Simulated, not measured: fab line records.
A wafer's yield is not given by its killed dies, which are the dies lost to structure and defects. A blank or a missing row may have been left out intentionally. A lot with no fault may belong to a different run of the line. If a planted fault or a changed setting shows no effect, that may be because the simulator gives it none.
The same fault as seen by 2 desks    flow sky130    what lay behind the numbers comes last; until then each desk has only its own

## FOR THE TOOL OWNER'S DESK: furnace-01
The tool's own readings at SKY_GATE_OXIDE_OXIDATION_16 (stabilise 600 s, purge 300 s, target thk 3.57 nm): means of the sampled wafers that have a number, for each lot that ran on this tool. The brackets show how far a lot's mean lies from the usual mean; more than 4 standard deviations puts the lot out of limits, marked OUT. 7 of its 10 readings are shown: the first one out of limits and those lying furthest out on some lot.
Columns: A = spike-tc-bottom-C at SKY_GATE_OXIDE_OXIDATION_16, usual 818.2 C; B = spike-tc-centre-C at SKY_GATE_OXIDE_OXIDATION_16, usual 801.5 C; C = spike-tc-lower-C at SKY_GATE_OXIDE_OXIDATION_16, usual 801.0 C; D = spike-tc-top-C at SKY_GATE_OXIDE_OXIDATION_16, usual 812.4 C; E = spike-tc-upper-C at SKY_GATE_OXIDE_OXIDATION_16, usual 800.9 C; F = tube-center-temp-C at SKY_GATE_OXIDE_OXIDATION_16, usual 800.01 C; G = tube_center_temp_C_max at SKY_GATE_OXIDE_OXIDATION_16, usual 802.1
lot   first seen here  A                B                C                D                E                F                         G
L333  day 13 23:29     819.9            801.7            801.1            812.4            802.8            800.06                    802.3
L336  day 14 23:22     819.2            801.9            802.5            811.8            802.2            800.04                    802.2
L348  day 19 03:41     864.5 (+39) OUT  847.9 (+33) OUT  846.4 (+45) OUT  855.6 (+31) OUT  846.3 (+30) OUT  845.70 (+99 or more) OUT  847.8 (+99 or more) OUT
L349  day 19 11:50     863.8 (+38) OUT  847.7 (+33) OUT  846.8 (+46) OUT  855.3 (+31) OUT  846.4 (+30) OUT  845.64 (+99 or more) OUT  847.8 (+99 or more) OUT
This desk's finding: out of limits on L348, L349; first on L348, day 19 03:41 (spike-tc-bottom-C at SKY_GATE_OXIDE_OXIDATION_16). Within limits: L333, L336.

## METROLOGY DESK
What the gauges read for every lot (on any tool): the sampled wafers with a number, averaged. The brackets show how far a lot's mean lies from the usual mean; more than 4 standard deviations puts the lot out of limits, marked OUT.
Columns: A = GATE_OXIDE_OVL at SKY_GATE_OXIDE_OVL_MEAS_10, usual 1.0 nm; B = GATE_OXIDE_TW at SKY_GATE_OXIDE_TW_MEAS_14, usual 223.4
lot   first seen here  A     B
L333  day 13 17:16     2.7   224.2
L336  day 14 22:52     -0.1  222.3
L348  day 19 02:35     -0.4  223.7
L349  day 19 11:21     0.2   225.1
L350  day 19 16:53     0.3   223.7
L352  day 20 08:44     1.3   221.8
This desk found nothing out of limits on any of the 6 lots.

## BROUGHT TOGETHER
The tool owner's desk could have raised an alarm at day 19 03:41, on L348, L349.
Metrology desk: nothing out of limits seen.
The metrology desk holds a record of L348, L349, inside its limits.
All the named lots went through SKY_GATE_OXIDE_OXIDATION_16 on furnace-01.

## WHAT WAS PUT IN BY THE SIMULATOR
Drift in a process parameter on furnace-01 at SKY_GATE_OXIDE_OXIDATION_16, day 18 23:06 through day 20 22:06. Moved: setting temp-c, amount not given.
Shown lots that were struck: L348, L349.
Time in hours from fault onset to the first out-of-limits reading at each desk: the tool owner's desk, 5.
